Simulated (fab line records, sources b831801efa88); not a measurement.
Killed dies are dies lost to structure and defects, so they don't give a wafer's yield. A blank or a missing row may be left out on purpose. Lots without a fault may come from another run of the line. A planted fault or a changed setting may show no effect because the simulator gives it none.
Split-lot experiment | flow sfq_line | 5 lots, 23 wafers read, on a route of 325 steps

THE SPLIT
At SFQ_TRILAYER_I4_VIA_LITHO_COAT_103 (resist thk 650 nm), the setting spin_rpm was moved away from the recipe's 3000 rpm on 9 of the 23 wafers read, by -6.2% to +7.3%. The other wafers ran this setting at the recipe's value.

The reading is taken at the split's own step.

THE READING
KrF_of_TRILAYER_I4_VIA_LITHO_COAT_103.thk_nm (the simulator's own value, which no gauge read), in nm, at SFQ_TRILAYER_I4_VIA_LITHO_COAT_103 (resist thk 650 nm). The file gives no usual value for it. The 14 wafers here that ran the recipe average 650.4 nm, standard deviation 2.1 nm.

wafer  | tool, chamber at the split | spin_rpm as run, rpm | against the recipe | KrF_of_TRILAYER_I4_VIA_LITHO_COAT_103.thk_nm, nm | against lot-mates on the recipe
L075.1 | litho_track-04, 0          | 3000                 | recipe             | 649.7                                            | -
L075.5 | litho_track-04, 0          | 3000                 | recipe             | 648.6                                            | -
L075.6 | litho_track-04, 0          | 3000                 | recipe             | 647.7                                            | -
L080.1 | litho_track-02, 0          | 3000                 | recipe             | 650.8                                            | -
L080.2 | litho_track-02, 0          | 2815                 | -6.2%              | 671.6                                            | +19.2
L080.3 | litho_track-02, 0          | 2815                 | -6.2%              | 673                                              | +20.6
L080.4 | litho_track-02, 0          | 3000                 | recipe             | 652.7                                            | -
L080.5 | litho_track-02, 0          | 3000                 | recipe             | 653.8                                            | -
L081.2 | litho_track-04, 0          | 3000                 | recipe             | 651.5                                            | -
L081.3 | litho_track-04, 0          | 3000                 | recipe             | 650.7                                            | -
L081.4 | litho_track-04, 0          | 3062                 | +2.1%              | 644.7                                            | -7.1
L081.5 | litho_track-04, 0          | 3000                 | recipe             | 653.1                                            | -
L081.6 | litho_track-04, 0          | 3062                 | +2.1%              | 643.2                                            | -8.6
L083.2 | litho_track-02, 0          | 3220                 | +7.3%              | 625                                              | -22.2
L083.5 | litho_track-02, 0          | 3220                 | +7.3%              | 625                                              | -22.2
L083.3 | litho_track-02, 0          | 3000                 | recipe             | 648.2                                            | -
L083.4 | litho_track-02, 0          | 3000                 | recipe             | 646.1                                            | -
L083.6 | litho_track-02, 0          | 3220                 | +7.3%              | 626.6                                            | -20.6
L085.1 | litho_track-04, 0          | 3000                 | recipe             | 651.8                                            | -
L085.2 | litho_track-04, 0          | 2935                 | -2.2%              | 658.4                                            | +7.4
L085.4 | litho_track-04, 0          | 3000                 | recipe             | 650.7                                            | -
L085.5 | litho_track-04, 0          | 2935                 | -2.2%              | 658.6                                            | +7.6
L085.6 | litho_track-04, 0          | 3000                 | recipe             | 650.6                                            | -

THE FIT
A straight line over all 23 wafers: KrF_of_TRILAYER_I4_VIA_LITHO_COAT_103.thk_nm changes by -3.45 nm for each +1% of spin_rpm; r = -0.99; the points scatter about the line by 1.8 nm.
The same after taking each lot's own level away (the mean of its wafers on the recipe; 23 wafers): -3.08 nm for each +1%; r = -0.99; scatter 1.1 nm.
On that fit, the largest move of spin_rpm shifts the reading by 23 nm.
The lots' own levels span 647.15 to 652.43 nm, that is 2.5 times the standard deviation above.
So the lot-to-lot level changes the slope: the two fits differ.
Check: with one of the wafers moved furthest among these (+7.3%) left out of the fit, the line predicts -22.5 nm for it against its lot-mates. It came out at -22.2 nm against them.

OTHER SPLITS ON THESE WAFERS
These wafers also went through other splits before the reading. Each is held against what the fit with the lots' levels taken away leaves over:
other split on the same wafers                 | wafers away from the commonest value | r with KrF_of_TRILAYER_I4_VIA_LITHO_COAT_103.thk_nm (lot level and that fit taken away)
SFQ_TRILAYER_I4_CMP_CMP_100 leave_above_ref_nm | 5                                    | +0.16

THE FILE'S OWN FIT
KrF_of_TRILAYER_I4_VIA_LITHO_COAT_103.thk_nm changes by -3.11 nm for each +1% of spin_rpm, r = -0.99.
